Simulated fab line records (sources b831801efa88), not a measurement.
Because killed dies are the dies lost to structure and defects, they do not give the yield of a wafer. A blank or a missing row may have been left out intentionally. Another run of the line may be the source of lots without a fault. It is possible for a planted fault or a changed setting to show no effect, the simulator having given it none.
A single fault, viewed from 2 desks / flow sky130 / each desk has only its own numbers; what lay behind them comes last

## TOOL OWNER'S DESK, rtpAnneal-01
At SKY_SD_N_RTA_14 (time 2 s), the tool's own readings, given per lot that ran on this tool as the mean of the sampled wafers with a number. A lot is out of limits, marked OUT, if its mean lies more than 4 standard deviations from the usual mean; the brackets give that distance.
Columns: A = lampPowerPct at SKY_SD_N_RTA_14, usual 15.73 %; B = rampUpCPerS at SKY_SD_N_RTA_14, usual 150.00; C = wafer_temp_C_max at SKY_SD_N_RTA_14, usual 1078.0
lot=L637; first seen here=day 28 09:12; A=15.69; B=149.99; C=1077.9
lot=L643; first seen here=day 31 04:40; A=15.71; B=150.02; C=1078.1
lot=L645; first seen here=day 31 19:26; A=15.94; B=149.98; C=1091.6 (+12) OUT
lot=L647; first seen here=day 32 10:56; A=15.95 (+4.3) OUT; B=149.99; C=1091.1 (+12) OUT
lot=L657; first seen here=day 35 06:11; A=15.78; B=150.01; C=1078.4
lot=L659; first seen here=day 35 20:25; A=15.71; B=150.03; C=1078.1
This desk's verdict: out of limits on L645, L647, starting with L645 at day 31 19:26 (wafer_temp_C_max at SKY_SD_N_RTA_14). In limits: L637, L643, L657, L659.

## AT THE METROLOGY DESK
Lot by lot, what the gauges showed, no matter which tool ran the lot: averages of those sampled wafers that carry a number. A lot is out of limits, marked OUT, if its mean lies more than 4 standard deviations from the usual mean; the brackets give that distance.
Columns: A = SD_P_OVL at SKY_SD_P_OVL_MEAS_08, usual 0.6 nm; B = SD_N_RS at SKY_SD_N_RS_MEAS_16, usual 68.54 ohm/sq; C = SD_P_RS at SKY_SD_N_RS_MEAS_17, usual 147.0 ohm/sq
lot=L637; first seen here=day 25 21:36; A=0.2; B=68.79; C=147.5
lot=L640; first seen here=day 27 13:23; A=-1.2; B=68.57; C=147.2
lot=L643; first seen here=day 28 17:40; A=-0.4; B=68.38; C=146.8
lot=L645; first seen here=day 29 09:15; A=1.7; B=66.18 (-18) OUT; C=135.6 (-28) OUT
lot=L647; first seen here=day 30 01:15; A=0.2; B=66.09 (-19) OUT; C=135.3 (-29) OUT
lot=L648; first seen here=day 30 10:09; A=3.5; B=68.59; C=146.7
lot=L654; first seen here=day 32 07:59; A=-0.0; B=68.50; C=146.7
lot=L656; first seen here=day 32 18:02; A=0.6; B=68.45; C=146.5
lot=L657; first seen here=day 32 23:44; A=0.5; B=68.57; C=147.3
lot=L658; first seen here=day 33 10:22; A=-1.2; B=68.80; C=147.4
lot=L659; first seen here=day 33 13:50; A=-0.1; B=68.52; C=147.0
Per this desk, out of limits: L645, L647; the first was L645, day 31 19:36 (SD_N_RS at SKY_SD_N_RS_MEAS_16). In limits: L637, L640, L643, L648, L654, L656, L657, L658, L659.

## TAKEN TOGETHER
An alarm could have come from the tool owner's desk at day 31 19:26, on L645, L647.
On L645, L647, the metrology desk was in a position to raise an alarm at day 31 19:36.
Every lot named ran SKY_SD_N_RTA_14 on rtpAnneal-01.

## WHAT THE SIMULATOR HAD PUT IN
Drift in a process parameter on rtpAnneal-01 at SKY_SD_N_RTA_14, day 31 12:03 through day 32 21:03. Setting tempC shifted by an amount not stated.
Shown lots that were struck: L645, L647.
Delay (hours) between the fault's onset and each desk's first out-of-limits reading: 7 at the tool owner's desk, 8 at the metrology desk.
